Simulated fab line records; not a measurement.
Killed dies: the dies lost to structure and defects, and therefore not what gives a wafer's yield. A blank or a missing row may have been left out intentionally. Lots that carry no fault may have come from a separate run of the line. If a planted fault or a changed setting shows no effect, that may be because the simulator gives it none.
fab line records	flow gf180mcu
[record] lots = 24	wafers = 72	last_day = 34
route steps=602 shown HV_LDD@226 SAB@265 V1@337 V3@431
lots that met no fault: taken from a fault-free run of the same line
start_h: the number of hours between the record's first day and the start of the first shown wafer of the lot	wait_h: how many hours have passed since the lot's step before this one	" as in the row above	L1.1+2: several wafers, shown together as one row	- value missing, or start not given	* or withheld: withheld	< > ~ a bound
route shown NAME@n: names a module that has steps shown in the file, with the first one's number in the route	usual: mean/standard deviation of fault-free wafers	same: alike in all rows	chamber/n: place in a boat	sites: each site's reading	_std_site: their standard deviation	_edge_site: inner sites' mean taken away from outer sites' mean	radius_mm: for every site, how far away it sits from the centre of the wafer	mask NAME#n: copy n	behind: the last tool/chamber to shape the wafer	hold: what put the lot on hold/how long, in hours/how the hold closed	device: which transistor (n, p or np) failed to switch	end of line: at the end of the route, the tests of the same wafers	for a step that has no rows: nothing shown but its recipe	killed: the dies lost at the first sort to structure and to defects; this is not the yield of the wafer	map: a wafer's dies, x killed, . not, _ none there
set.NAME: the run value of the setting; set.NAME@STEP: its run value at that earlier step	model.NAME: the simulator's own value behind a step, which no gauge read
a sample of lots followed through the steps of the route, with each step as a table and each wafer as a row
services: from which hour (start_h, from the record's first day; less than 0 if before it) a tool's chamber was out of use, for how many hours, and why
[[steps]]
[step GF_HV_LDD_TW_MEAS_50]
[usual] HV_LDD_4_TW = 567.6/2.6
lot.wafer	tool	chamber	start_h	wait_h	HV_LDD_4_TW
L074.1	film_metro-02	-	275.81	0.1	567.8
L074.2	"	-	"	"	567.5
L074.6	"	-	"	"	564.8
L075.2	film_metro-02	-	285.42	0.1	565.9
L075.3	"	-	"	"	567.1
L075.4	"	-	"	"	569.3
L076.3	film_metro-02	-	289.76	0.1	566.6
L076.5	"	-	"	"	565.4
L076.6	"	-	"	"	565.0
L077.1	film_metro-03	-	300.74	0.1	562.4
L077.2	"	-	"	"	564.3
L077.3	"	-	"	"	566.0
L078.1	film_metro-02	-	306.39	0.1	564.7
L078.3	"	-	"	"	565.7
L078.5	"	-	"	"	566.0
L079.2	film_metro-03	-	309.92	0.1	565.3
L079.4	"	-	"	"	566.1
L079.6	"	-	"	"	565.9
L080.1	film_metro-01	-	319.76	0.1	567.9
L080.2	"	-	"	"	569.6
L080.3	"	-	"	"	571.5
L081.1	film_metro-02	-	331.59	0.1	566.4
L081.3	"	-	"	"	567.6
L081.5	"	-	"	"	566.2
L082.1	film_metro-02	-	334.76	0.1	563.8
L082.3	"	-	"	"	563.2
L082.5	"	-	"	"	562.2
L083.2	film_metro-01	-	343.15	0.1	569.2
L083.3	"	-	"	"	569.0
L083.4	"	-	"	"	572.8
L084.3	film_metro-02	-	357.86	0.1	565.4
L084.5	"	-	"	"	568.5
L084.6	"	-	"	"	565.6
L085.1	film_metro-02	-	362.16	0.1	570.5
L085.4	"	-	"	"	567.3
L085.6	"	-	"	"	567.4
L086.2	film_metro-02	-	371.55	0.1	569.6
L086.4	"	-	"	"	569.0
L086.5	"	-	"	"	570.8
L087.1	film_metro-01	-	377.56	0.1	568.4
L087.2	"	-	"	"	571.3
L087.3	"	-	"	"	572.3
L088.1	film_metro-03	-	386.19	0.1	568.4
L088.3	"	-	"	"	569.7
L088.4	"	-	"	"	566.4
L089.2	film_metro-01	-	396.37	0.1	572.3
L089.4	"	-	"	"	570.8
L089.6	"	-	"	"	574.2
L090.2	film_metro-02	-	407.62	0.1	569.4
L090.3	"	-	"	"	567.4
L090.6	"	-	"	"	569.9
L092.1	film_metro-01	-	428.16	0.1	569.2
L092.2	"	-	"	"	566.9
L092.5	"	-	"	"	567.6
L091.1	film_metro-01	-	429.09	0.1	571.2
L091.2	"	-	"	"	567.9
L091.3	"	-	"	"	567.3
L093.2	film_metro-02	-	439.55	0.1	565.8
L093.3	"	-	"	"	566.4
L093.6	"	-	"	"	567.0
L094.3	film_metro-02	-	443.08	0.1	566.0
L094.4	"	-	"	"	566.8
L094.6	"	-	"	"	563.7
L095.1	film_metro-03	-	450.99	0.1	570.5
L095.2	"	-	"	"	571.2
L095.3	"	-	"	"	569.0
L097.2	film_metro-01	-	462.22	0.1	567.7
L097.4	"	-	"	"	566.5
L097.6	"	-	"	"	564.8
L096.2	film_metro-02	-	464.35	0.1	569.1
L096.4	"	-	"	"	569.6
L096.5	"	-	"	"	566.3
[step GF_HV_LDD_ETCHBACK_58]
[recipe] chemistry = CH3F/O2	target = Si3N4	stop_on = SiO2	source_w = 400	bias_w = 80	pressure_mtorr = 25	ch3f_flow_sccm = 40	O2_flow_sccm = 30	time_s = 100	target_depth_a = 900
[usual] drypump_motor_current_A = 5.4/0.43	oes_product_au = 0.845/0.0068	rf_fwd_power_W = 397.5/1.5	throttle_valve_pct = 10.561/0.01
lot.wafer	tool	chamber	start_h	wait_h	drypump_motor_current_A	oes_product_au	rf_fwd_power_W	rf_hours_counter_h	throttle_valve_pct
L074.1	rie_diel-03	2	279.95	0.1	5.6	0.843	397.6	7	10.560
L074.2	"	3	"	"	5.2	0.841	399.3	9	10.563
L074.6	"	3	"	"	5.2	0.839	400.4	-	10.548
L075.2	rie_diel-03	0	288.35	0.0	5.5	0.842	395.3	122	10.533
L075.3	"	1	"	"	4.7	0.839	397.5	7	10.568
L075.4	"	3	"	"	5.2	0.840	399.0	9	10.571
L076.3	rie_diel-03	2	292.60	0.0	5.6	0.839	399.4	8	10.560
L076.5	"	0	"	"	5.5	0.837	397.1	-	10.557
L076.6	"	3	"	"	5.2	0.844	397.9	-	10.560
L077.1	rie_diel-03	1	304.90	0.1	4.7	0.843	398.0	8	10.563
L077.2	"	2	"	"	5.6	0.835	399.5	8	10.561
L077.3	"	0	"	"	5.5	0.840	398.9	122	10.556
L078.1	rie_diel-03	3	309.25	0.1	5.2	0.840	396.8	9	10.554
L078.3	"	0	"	"	5.5	0.838	397.3	122	10.559
L078.5	"	3	"	"	5.2	0.843	397.0	-	10.560
L079.2	rie_diel-01	3	313.50	0.0	6.0	0.843	395.6	43	10.573
L079.4	"	0	"	"	5.9	0.840	397.7	15	10.563
L079.6	"	0	"	"	5.8	0.839	398.6	-	10.561
L080.1	rie_diel-03	1	322.63	0.1	4.7	0.845	397.0	8	10.548
L080.2	"	2	"	"	5.6	0.842	397.2	8	10.564
L080.3	"	3	"	"	5.2	0.843	399.1	10	10.577
L081.1	rie_diel-03	2	335.92	0.1	5.5	0.849	398.1	9	10.571
L081.3	"	1	"	"	4.7	0.843	396.1	8	10.567
L081.5	"	3	"	"	5.2	0.842	395.5	-	10.548
L082.1	rie_diel-04	3	337.81	0.1	5.6	0.858	399.3	107	10.574
L082.3	"	2	"	"	5.1	0.852	399.5	110	10.562
L082.5	"	3	"	"	5.6	0.858	400.1	-	10.573
L083.2	rie_diel-03	1	347.07	0.0	4.7	0.843	398.0	9	10.579
L083.3	"	3	"	"	5.2	0.846	397.7	11	10.547
L083.4	"	2	"	"	5.5	0.842	398.0	-	10.565
L084.3	rie_diel-03	2	360.70	0.0	5.5	0.844	396.8	9	10.558
L084.5	"	2	"	"	5.6	0.851	397.7	-	10.553
L084.6	"	3	"	"	5.2	0.848	397.2	-	10.578
L085.1	rie_diel-01	0	365.07	0.1	5.8	0.833	395.9	16	10.549
L085.4	"	1	"	"	5.3	0.836	398.1	-	10.565
L085.6	"	3	"	"	6.0	0.847	399.2	-	10.564
L086.2	rie_diel-03	1	374.40	0.0	4.7	0.839	397.3	10	10.570
L086.4	"	2	"	"	5.6	0.838	398.5	10	10.543
L086.5	"	2	"	"	5.6	0.848	398.6	-	10.564
L087.1	rie_diel-01	0	380.43	0.1	5.8	0.851	398.3	17	10.553
L087.2	"	1	"	"	5.2	0.849	397.3	48	10.557
L087.3	"	2	"	"	4.9	0.847	397.3	14	10.561
L088.1	rie_diel-01	3	390.28	0.1	5.9	0.845	397.2	45	10.561
L088.3	"	0	"	"	5.9	0.847	398.4	17	10.549
L088.4	"	1	"	"	5.2	0.842	396.7	48	10.571
L089.2	rie_diel-04	3	399.27	0.0	5.6	0.826	397.8	109	10.550
L089.4	"	2	"	"	5.1	0.840	397.4	111	10.559
L089.6	"	2	"	"	5.1	0.842	397.0	-	10.568
L090.2	rie_diel-01	3	410.48	0.0	6.0	0.842	397.9	45	10.571
L090.3	"	2	"	"	4.9	0.846	395.9	15	10.564
L090.6	"	1	"	"	5.2	0.844	400.1	-	10.568
L091.1	rie_diel-04	1	434.57	0.1	5.6	0.845	394.6	86	10.573
L091.2	"	2	"	"	5.1	0.848	398.0	0	10.565
L091.3	"	0	"	"	6.4	0.845	395.8	22	10.580
L092.1	rie_diel-01	0	434.57	0.1	5.8	0.858	399.3	18	10.570
L092.2	"	1	"	"	5.2	0.846	396.6	49	10.568
L092.5	"	0	"	"	5.8	0.855	401.2	-	10.561
L093.2	rie_diel-04	2	442.40	0.0	5.1	0.851	398.8	0	10.554
L093.3	"	0	"	"	6.4	0.853	396.4	23	10.565
L093.6	"	1	"	"	5.6	0.856	396.1	-	10.579
L094.3	rie_diel-01	0	445.93	0.0	5.8	0.866	397.1	18	10.555
L094.4	"	1	"	"	5.2	0.858	398.1	49	10.557
L094.6	"	1	"	"	5.2	0.855	397.4	-	10.566
L095.1	rie_diel-01	0	453.85	0.1	5.8	0.848	396.7	19	10.551
L095.2	"	1	"	"	5.2	0.844	398.5	50	10.570
L095.3	"	2	"	"	4.8	0.840	397.8	16	10.571
L097.2	rie_diel-04	1	465.11	0.0	5.6	0.841	397.1	88	10.580
L097.4	"	0	"	"	6.4	0.847	397.2	23	10.562
L097.6	"	2	"	"	5.1	0.843	399.3	-	10.556
L096.2	rie_diel-03	2	467.71	0.0	5.6	0.849	397.7	12	10.551
L096.4	"	1	"	"	4.7	0.863	395.7	-	10.544
L096.5	"	2	"	"	5.6	0.853	397.5	-	10.548
[step GF_SAB_THK_MEAS_01]
[recipe] reads = SiO2_of_SAB_CVD_00
[usual] SAB_CVD_00_THK = 50.0/0.65
lot.wafer	tool	chamber	start_h	wait_h	SAB_CVD_00_THK[nm]
L074.1	film_metro-04	-	320.51	0.0	49.6
L074.2	"	-	"	"	49.7
L074.6	"	-	"	"	50.1
L075.2	film_metro-03	-	329.77	0.0	48.9
L075.3	"	-	"	"	49.1
L075.4	"	-	"	"	49.5
L076.3	film_metro-04	-	335.31	0.0	49.3
L076.5	"	-	"	"	49.6
L076.6	"	-	"	"	50.3
L077.1	film_metro-01	-	348.76	0.0	49.8
L077.2	"	-	"	"	50.0
L077.3	"	-	"	"	49.6
L078.1	film_metro-04	-	352.59	0.0	49.9
L078.3	"	-	"	"	49.3
L078.5	"	-	"	"	50.0
L079.2	film_metro-04	-	356.62	0.0	48.5
L079.4	"	-	"	"	49.7
L079.6	"	-	"	"	49.6
L080.1	film_metro-04	-	366.66	0.0	48.8
L080.2	"	-	"	"	49.7
L080.3	"	-	"	"	50.0
L081.1	film_metro-03	-	380.11	0.0	49.8
L081.3	"	-	"	"	49.5
L081.5	"	-	"	"	49.8
L082.1	film_metro-01	-	381.59	0.0	49.9
L082.3	"	-	"	"	49.2
L082.5	"	-	"	"	51.2
L083.2	film_metro-04	-	391.78	0.0	49.6
L083.3	"	-	"	"	49.8
L083.4	"	-	"	"	50.3
L084.3	film_metro-01	-	407.01	0.0	49.8
L084.5	"	-	"	"	50.0
L084.6	"	-	"	"	50.7
L085.1	film_metro-03	-	411.36	0.0	49.0
L085.4	"	-	"	"	49.4
L085.6	"	-	"	"	49.7
L086.2	film_metro-03	-	421.55	0.0	49.8
L086.4	"	-	"	"	49.9
L086.5	"	-	"	"	49.5
L087.1	film_metro-01	-	428.31	0.0	49.5
L087.2	"	-	"	"	49.3
L087.3	"	-	"	"	49.1
L088.1	film_metro-03	-	438.57	0.0	50.8
L088.3	"	-	"	"	50.1
L088.4	"	-	"	"	50.2
L089.2	film_metro-03	-	447.68	0.0	50.3
L089.4	"	-	"	"	51.4
L089.6	"	-	"	"	51.2
L090.2	film_metro-04	-	459.12	0.0	50.4
L090.3	"	-	"	"	50.2
L090.6	"	-	"	"	50.0
L091.1	film_metro-01	-	483.96	0.0	49.6
L091.2	"	-	"	"	49.9
L091.3	"	-	"	"	50.4
L092.1	film_metro-04	-	484.51	0.0	50.1
L092.2	"	-	"	"	50.0
L092.5	"	-	"	"	51.2
L093.2	film_metro-01	-	492.40	0.0	49.9
L093.3	"	-	"	"	50.0
L093.6	"	-	"	"	50.8
L094.3	film_metro-04	-	495.03	0.0	50.5
L094.4	"	-	"	"	51.3
L094.6	"	-	"	"	50.2
L095.1	film_metro-03	-	502.81	0.0	50.4
L095.2	"	-	"	"	50.2
L095.3	"	-	"	"	50.0
L097.2	film_metro-04	-	513.22	0.0	50.0
L097.4	"	-	"	"	50.9
L097.6	"	-	"	"	51.1
L096.2	film_metro-01	-	515.72	0.0	50.4
L096.4	"	-	"	"	51.0
L096.5	"	-	"	"	50.7
[step GF_V1_CVD_02]
[recipe] material = SiO2	target_thk_nm = 850	precursor = TEOS	temp_c = 400	time_s = 94.851	rf_w = 600
[usual] heater_power_w = 676/95	rf_fwd_power_W = 596.4/2.3
lot.wafer	tool	chamber	start_h	wait_h	heater_power_w	rf_fwd_power_W
L074.1	pecvd-02	1	389.38	0.1	664	597.9
L074.2	"	0	"	"	577	595.5
L074.6	"	1	"	"	786	595.6
L075.2	pecvd-01	0	400.46	0.0	825	593.9
L075.3	"	1	"	"	800	597.5
L075.4	"	1	"	"	831	594.4
L076.3	pecvd-04	1	405.56	0.0	652	598.1
L076.5	"	2	"	"	570	597.4
L076.6	"	0	"	"	666	596.6
L077.1	pecvd-01	2	419.85	0.1	659	596.2
L077.2	"	0	"	"	696	593.1
L077.3	"	1	"	"	686	603.1
L078.1	pecvd-04	2	424.73	0.1	592	596.5
L078.3	"	0	"	"	688	596.4
L078.5	"	0	"	"	709	593.9
L079.2	pecvd-04	1	429.80	0.0	671	598.2
L079.4	"	2	"	"	599	599.1
L079.6	"	0	"	"	727	600.3
L080.1	pecvd-01	0	440.90	0.1	763	593.9
L080.2	"	2	"	"	612	598.9
L080.3	"	1	"	"	843	593.6
L081.1	pecvd-04	2	455.75	0.1	572	593.0
L081.3	"	0	"	"	639	593.6
L081.5	"	1	"	"	562	597.6
L082.1	pecvd-01	2	457.65	0.1	643	595.7
L082.3	"	1	"	"	805	595.1
L082.5	"	2	"	"	500	598.2
L083.2	pecvd-04	1	467.80	0.0	661	601.6
L083.3	"	0	"	"	704	596.2
L083.4	"	1	"	"	695	600.2
L084.3	pecvd-01	0	483.98	0.0	825	596.9
L084.5	"	0	"	"	855	599.0
L084.6	"	2	"	"	616	598.1
L085.1	pecvd-01	1	487.00	0.1	804	597.3
L085.4	"	0	"	"	793	599.3
L085.6	"	1	"	"	819	594.3
L086.2	pecvd-04	2	498.15	0.0	616	598.0
L086.4	"	1	"	"	685	595.7
L086.5	"	0	"	"	595	593.0
L087.1	pecvd-04	1	504.08	0.1	719	598.5
L087.2	"	0	"	"	734	595.2
L087.3	"	2	"	"	597	592.2
L088.1	pecvd-04	2	514.84	0.1	524	593.9
L088.3	"	0	"	"	726	594.6
L088.4	"	2	"	"	577	592.2
L089.2	pecvd-01	0	522.16	0.0	827	596.3
L089.4	"	0	"	"	679	593.6
L089.6	"	1	"	"	671	596.1
L090.2	pecvd-01	1	533.99	0.0	778	597.3
L090.3	"	0	"	"	672	596.6
L090.6	"	1	"	"	787	595.5
L091.1	pecvd-04	0	556.79	0.1	634	596.4
L091.2	"	1	"	"	659	598.5
L091.3	"	2	"	"	559	595.8
L092.1	pecvd-01	2	556.88	0.1	641	598.2
L092.2	"	0	"	"	746	594.0
L092.5	"	2	"	"	567	599.7
L093.2	pecvd-04	0	565.02	0.0	754	593.3
L093.3	"	2	"	"	600	592.2
L093.6	"	2	"	"	502	592.1
L094.3	pecvd-04	0	567.40	0.0	719	595.6
L094.4	"	1	"	"	680	595.6
L094.6	"	2	"	"	498	596.2
L095.1	pecvd-01	0	574.83	0.1	693	595.7
L095.2	"	1	"	"	833	594.3
L095.3	"	2	"	"	502	599.2
L097.2	pecvd-04	0	584.49	0.0	693	596.2
L097.4	"	1	"	"	710	598.9
L097.6	"	2	"	"	601	594.9
L096.2	pecvd-02	1	586.19	0.0	701	597.6
L096.4	"	1	"	"	773	597.7
L096.5	"	2	"	"	763	596.9
[step GF_V3_CVD_02]
[recipe] material = SiO2	target_thk_nm = 850	precursor = TEOS	temp_c = 400	time_s = 94.851	rf_w = 600
[usual] heater_power_w = 689/87	rf_fwd_power_W = 596.1/2.1
lot.wafer	tool	chamber	start_h	wait_h	heater_power_w	rf_fwd_power_W
L074.1	pecvd-02	1	491.23	0.1	789	595.1
L074.2	"	2	"	"	617	597.3
L074.6	"	0	"	"	651	595.1
L075.2	pecvd-01	1	503.60	0.0	741	597.6
L075.3	"	0	"	"	698	594.3
L075.4	"	0	"	"	784	597.3
L076.3	pecvd-03	1	507.74	0.0	569	595.4
L076.5	"	0	"	"	632	594.2
L076.6	"	2	"	"	711	594.9
L077.1	pecvd-02	2	520.48	0.1	737	599.4
L077.2	"	1	"	"	805	598.3
L077.3	"	0	"	"	598	595.8
L078.1	pecvd-03	1	525.79	0.1	551	595.9
L078.3	"	0	"	"	627	594.9
L078.5	"	1	"	"	604	595.2
L079.2	pecvd-03	2	530.33	0.0	755	593.7
L079.4	"	2	"	"	782	595.3
L079.6	"	0	"	"	673	595.8
L080.1	pecvd-01	1	541.35	0.1	830	597.2
L080.2	"	0	"	"	824	596.1
L080.3	"	2	"	"	613	596.4
L081.1	pecvd-03	0	555.58	0.1	666	594.6
L081.3	"	1	"	"	576	596.3
L081.5	"	1	"	"	615	597.6
L082.1	pecvd-03	1	557.30	0.1	548	595.6
L082.3	"	2	"	"	779	595.0
L082.5	"	1	"	"	600	592.6
L083.2	pecvd-02	1	566.49	0.0	745	598.8
L083.3	"	0	"	"	703	594.3
L083.4	"	1	"	"	779	599.4
L084.3	pecvd-01	0	581.03	0.0	785	593.9
L084.5	"	0	"	"	834	596.3
L084.6	"	2	"	"	505	600.7
L085.1	pecvd-02	1	584.16	0.1	654	594.2
L085.4	"	0	"	"	715	597.5
L085.6	"	2	"	"	686	597.8
L086.2	pecvd-03	1	593.68	0.0	661	596.9
L086.4	"	1	"	"	516	596.7
L086.5	"	0	"	"	680	593.1
L087.1	pecvd-01	1	599.45	0.1	799	593.7
L087.2	"	0	"	"	799	594.0
L087.3	"	2	"	"	612	600.3
L088.1	pecvd-03	1	608.62	0.1	607	596.7
L088.3	"	2	"	"	780	598.7
L088.4	"	0	"	"	676	591.5
L089.2	pecvd-02	1	614.30	0.0	795	595.8
L089.4	"	2	"	"	754	596.5
L089.6	"	1	"	"	653	595.7
L090.2	pecvd-01	0	627.03	0.0	793	596.3
L090.3	"	1	"	"	736	594.2
L090.6	"	2	"	"	654	599.4
L091.1	pecvd-03	1	645.70	0.1	642	598.9
L091.2	"	0	"	"	655	593.3
L091.3	"	2	"	"	716	594.4
L092.1	pecvd-01	1	646.99	0.1	755	599.6
L092.2	"	0	"	"	787	595.9
L092.5	"	1	"	"	837	595.6
L093.2	pecvd-01	1	653.99	0.0	826	596.1
L093.3	"	0	"	"	758	595.0
L093.6	"	2	"	"	652	597.0
L094.3	pecvd-01	2	657.08	0.0	580	598.2
L094.4	"	1	"	"	812	599.3
L094.6	"	0	"	"	760	595.3
L095.1	pecvd-03	0	662.23	0.1	634	592.6
L095.2	"	2	"	"	768	594.5
L095.3	"	1	"	"	660	600.3
L097.2	pecvd-03	0	671.51	0.0	603	594.7
L097.4	"	1	"	"	638	596.3
L097.6	"	2	"	"	785	597.8
L096.2	pecvd-02	0	672.73	0.0	683	596.7
L096.4	"	2	"	"	749	597.4
L096.5	"	1	"	"	781	594.1
[step GF_V3_CMP_04]
[recipe] material = SiO2	down_force_psi = 4	platen_rpm = 60	pad_velocity_m_s = 0.94248
[usual] edge_zone_pressure_frac = 1.000/0.0055	motor_current_A = 11.5/1.5	time_to_endpoint_s = 80/5.9
lot.wafer	tool	chamber	start_h	wait_h	edge_zone_pressure_frac	motor_current_A	time_to_endpoint_s
L074.2	cmp-02	3	491.41	0.1	0.987	10.7	94
L074.1	"	1	"	"	0.996	12.8	79
L074.6	"	3	"	"	1.001	10.6	96
L075.4	cmp-02	0	503.73	0.0	1.004	13.2	79
L075.3	"	2	"	"	0.995	10.5	82
L075.2	"	3	"	"	0.999	10.5	77
L076.3	cmp-02	0	508.02	0.2	1.001	13.2	81
L076.6	"	1	"	"	0.998	13.6	85
L076.5	"	2	"	"	1.004	9.9	83
L077.2	cmp-02	0	520.61	0.0	0.994	13.1	83
L077.1	"	1	"	"	0.999	14.0	76
L077.3	"	3	"	"	0.999	10.6	90
L078.1	cmp-02	1	525.92	0.1	1.010	13.1	75
L078.3	"	3	"	"	1.004	9.6	81
L078.5	"	2	"	"	1.002	9.3	85
L079.2	cmp-02	0	530.46	0.0	0.996	13.3	79
L079.4	"	3	"	"	1.002	10.1	89
L079.6	"	0	"	"	1.006	12.8	77
L080.2	cmp-02	1	541.65	0.2	1.008	13.3	72
L080.3	"	2	"	"	1.005	10.6	81
L080.1	"	3	"	"	0.997	11.0	78
L081.3	cmp-02	0	555.71	0.0	1.002	13.3	81
L081.1	"	2	"	"	0.999	9.9	82
L081.5	"	0	"	"	0.991	13.6	91
L082.1	cmp-01	2	557.48	0.1	1.002	10.4	77
L082.3	"	0	"	"	0.998	12.3	78
L082.5	"	1	"	"	1.000	10.0	86
L083.3	cmp-02	0	566.62	0.0	1.000	13.0	80
L083.2	"	1	"	"	0.994	13.6	78
L083.4	"	2	"	"	0.997	9.6	92
L084.3	cmp-01	0	581.31	0.2	0.993	12.2	73
L084.5	"	1	"	"	1.001	9.7	79
L084.6	"	2	"	"	0.998	10.6	83
L085.1	cmp-02	0	584.29	0.1	1.006	13.6	75
L085.4	"	1	"	"	1.005	13.3	75
L085.6	"	1	"	"	1.004	13.9	77
L086.2	cmp-02	2	593.86	0.1	0.990	9.8	75
L086.4	"	3	"	"	0.994	10.4	83
L086.5	"	2	"	"	0.988	10.0	87
L087.2	cmp-01	2	599.58	0.0	1.003	10.2	74
L087.3	"	3	"	"	1.009	10.5	77
L087.1	"	1	"	"	0.995	9.9	73
L088.3	cmp-02	0	608.80	0.1	0.997	12.7	68
L088.4	"	1	"	"	1.012	12.9	74
L088.1	"	2	"	"	0.997	10.4	81
L089.2	cmp-02	1	614.48	0.1	1.008	12.7	73
L089.4	"	2	"	"	0.999	9.9	83
L089.6	"	1	"	"	1.007	13.4	78
L090.2	cmp-01	0	627.16	0.0	1.010	12.5	82
L090.3	"	2	"	"	1.002	10.2	73
L090.6	"	0	"	"	1.009	12.9	87
L091.2	cmp-01	1	645.83	0.0	0.993	9.6	75
L091.1	"	3	"	"	1.013	11.1	71
L091.3	"	0	"	"	1.003	12.8	69
L092.2	cmp-01	3	647.17	0.1	1.001	10.5	70
L092.1	"	1	"	"	1.016	9.6	74
L092.5	"	3	"	"	0.995	11.0	73
L093.2	cmp-02	2	654.12	0.0	1.005	9.7	74
L093.3	"	3	"	"	0.998	10.7	77
L093.6	"	3	"	"	1.003	11.3	82
L094.4	cmp-02	0	657.21	0.0	0.995	13.1	83
L094.3	"	1	"	"	0.997	12.7	79
L094.6	"	0	"	"	1.000	12.6	82
L095.1	cmp-01	3	662.36	0.1	0.992	10.6	75
L095.2	"	0	"	"	0.993	12.4	74
L095.3	"	2	"	"	0.996	10.3	77
L097.4	cmp-02	0	671.69	0.1	1.003	13.1	79
L097.2	"	2	"	"	1.000	9.9	80
L097.6	"	0	"	"	0.998	13.7	76
L096.4	cmp-02	2	672.91	0.1	1.006	9.8	81
L096.2	"	0	"	"	0.995	13.1	78
L096.5	"	2	"	"	1.004	9.8	89
[[services]]
tool	chamber	start_h	hours	kind
rie_diel-01	-	276.92	0.7	repair
pecvd-02	-	298.51	2.8	pm
pecvd-01	-	300.98	2.8	repair
pecvd-02	0	303.37	11.7	repair
pecvd-04	-	315.51	1.2	repair
pecvd-01	2	324.50	20.6	repair
rie_diel-03	2	347.68	6.8	repair
pecvd-04	-	364.29	1.6	repair
pecvd-04	-	368.88	14.0	pm
rie_diel-03	0	402.66	8.2	repair
pecvd-03	0	416.09	5.0	repair
cmp-02	-	417.43	0.7	repair
pecvd-04	2	443.31	6.9	repair
cmp-02	-	455.27	5.7	pm
cmp-02	-	460.98	5.7	pm
pecvd-03	2	470.94	3.5	repair
pecvd-03	0	473.84	6.1	repair
rie_diel-03	0	482.73	7.4	repair
pecvd-04	-	511.84	2.8	pm
pecvd-01	1	541.94	15.6	repair
cmp-02	-	572.00	4.0	pm
pecvd-01	2	593.42	3.5	repair
rie_diel-03	-	599.83	14.6	pm
pecvd-03	-	655.18	0.3	repair
[[key]]
fault none
